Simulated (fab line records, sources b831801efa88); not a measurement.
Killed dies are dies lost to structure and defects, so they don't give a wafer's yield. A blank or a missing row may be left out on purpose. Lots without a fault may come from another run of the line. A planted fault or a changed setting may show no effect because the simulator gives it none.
Tool commonality check | flow sky130 | 13 lots, 39 wafers sampled

WHY IT WAS OPENED
At SKY_LDD_LDN_TW_MEAS_13 the reading LDD_LDN_TW is flagged on 2 of 13 lots. Wafers without a fault read 1485, standard deviation 12.
Rule: a lot is flagged when every wafer of it that has a number lies more than 4 standard deviations from that mean, or none has a number. The other lots count as sound.

lot  | measured     | on            | LDD_LDN_TW, wafer by wafer | flag
L561 | day 24 01:31 | film_metro-01 | 1475 1478 1479             |
L563 | day 24 12:17 | film_metro-01 | 1470 1473 1470             |
L564 | day 24 19:59 | film_metro-01 | 1473 1471 1473             |
L565 | day 25 14:53 | film_metro-04 | 1510 1512 1510             |
L568 | day 26 04:45 | film_metro-02 | 1484 1483 1490             |
L569 | day 26 16:18 | film_metro-02 | 1490 1487 1480             |
L573 | day 27 22:10 | film_metro-04 | 1493 1492 1499             |
L574 | day 28 07:08 | film_metro-01 | 1570 1576 1572             | FLAGGED
L575 | day 28 09:59 | film_metro-01 | 1480 1474 1477             |
L576 | day 29 00:51 | film_metro-02 | 1589 1587 1593             | FLAGGED
L579 | day 29 17:46 | film_metro-04 | 1493 1505 1497             |
L581 | day 30 06:55 | film_metro-02 | 1485 1495 1496             |
L582 | day 30 20:08 | film_metro-04 | 1501 1496 1491             |
The numbers of the flagged lots are 1581 on average: +96 against the usual, or +8 standard deviations.

WHICH TOOL RAN EACH LOT
The record holds 2 process steps before the reading, out of a route of 708 steps. In each cell: the tool, then ch and the chambers that the sampled wafers went through, then the start.
lot  | flag    | SKY_POLY_GATE_ETCH_16              | SKY_LDD_LDN_IMPLANT_11
L561 |         | rie_diel-03 ch 0,2,3, day 17 12:46 | implanter-01 ch 0, day 24 01:16
L563 |         | rie_diel-04 ch 0,1,2, day 17 23:14 | implanter-02 ch 0, day 24 12:04
L564 |         | rie_diel-04 ch 0,1,3, day 18 08:59 | implanter-04 ch 0, day 24 19:44
L565 |         | rie_diel-04 ch 0,1,3, day 19 03:44 | implanter-02 ch 0, day 25 14:41
L568 |         | rie_diel-04 ch 0,1,2, day 19 19:50 | implanter-01 ch 0, day 26 04:32
L569 |         | rie_diel-03 ch 1,3, day 20 07:08   | implanter-04 ch 0, day 26 16:05
L573 |         | rie_diel-03 ch 1,2, day 21 13:56   | implanter-02 ch 0, day 27 21:57
L574 | FLAGGED | rie_diel-04 ch 0,2,3, day 21 21:59 | implanter-04 ch 0, day 28 06:35
L575 |         | rie_diel-01 ch 1,2, day 22 03:17   | implanter-02 ch 0, day 28 09:46
L576 | FLAGGED | rie_diel-04 ch 1,2,3, day 22 17:16 | implanter-04 ch 0, day 28 23:58
L579 |         | rie_diel-04 ch 0,1,2, day 23 14:48 | implanter-02 ch 0, day 29 17:31
L581 |         | rie_diel-03 ch 0,1,3, day 24 03:24 | implanter-02 ch 0, day 30 06:42
L582 |         | rie_diel-01 ch 1,2, day 24 16:41   | implanter-02 ch 0, day 30 19:53
What these steps do:
- SKY_POLY_GATE_ETCH_16: etches Si3N4 in CH3F/O2, stops on poly-Si, time 147.5 s, target depth 75 nm.
- SKY_LDD_LDN_IMPLANT_11
- SKY_LDD_LDN_TW_MEAS_13

FLAGGED OVER TOTAL, TOOL BY TOOL (the gauges that took the reading come last)
step                   | tool          | lots run | flagged | share of the flagged lots | sound lots run after its first flagged lot
SKY_POLY_GATE_ETCH_16  | rie_diel-01   | 2        | 0       | none                      | -
SKY_POLY_GATE_ETCH_16  | rie_diel-03   | 4        | 0       | none                      | -
SKY_POLY_GATE_ETCH_16  | rie_diel-04   | 7        | 2       | all                       | 1 (L579)
SKY_LDD_LDN_IMPLANT_11 | implanter-01  | 2        | 0       | none                      | -
SKY_LDD_LDN_IMPLANT_11 | implanter-02  | 7        | 0       | none                      | -
SKY_LDD_LDN_IMPLANT_11 | implanter-04  | 4        | 2       | all                       | 0
SKY_LDD_LDN_TW_MEAS_13 | film_metro-01 | 5        | 1       | some                      | 1 (L575)
SKY_LDD_LDN_TW_MEAS_13 | film_metro-02 | 4        | 1       | some                      | 1 (L581)
SKY_LDD_LDN_TW_MEAS_13 | film_metro-04 | 4        | 0       | none                      | -

WHAT THE TABLE ALLOWS
2 rows of the table ran every flagged lot: rie_diel-04 at SKY_POLY_GATE_ETCH_16, implanter-04 at SKY_LDD_LDN_IMPLANT_11.
- rie_diel-04 at SKY_POLY_GATE_ETCH_16: 2 of its 7 lots flagged. Sound lots ran on it after the first flagged one (L579), which a lasting fault on the whole tool wouldn't allow.
- implanter-04 at SKY_LDD_LDN_IMPLANT_11: 2 of its 4 lots flagged. Its last sound lot is L569 (day 26 16:05), its first flagged lot L574 (day 28 06:35): a fault that began between those two fits.
One tool is left: implanter-04 at SKY_LDD_LDN_IMPLANT_11.

WHAT THE SIMULATOR HAD PUT IN
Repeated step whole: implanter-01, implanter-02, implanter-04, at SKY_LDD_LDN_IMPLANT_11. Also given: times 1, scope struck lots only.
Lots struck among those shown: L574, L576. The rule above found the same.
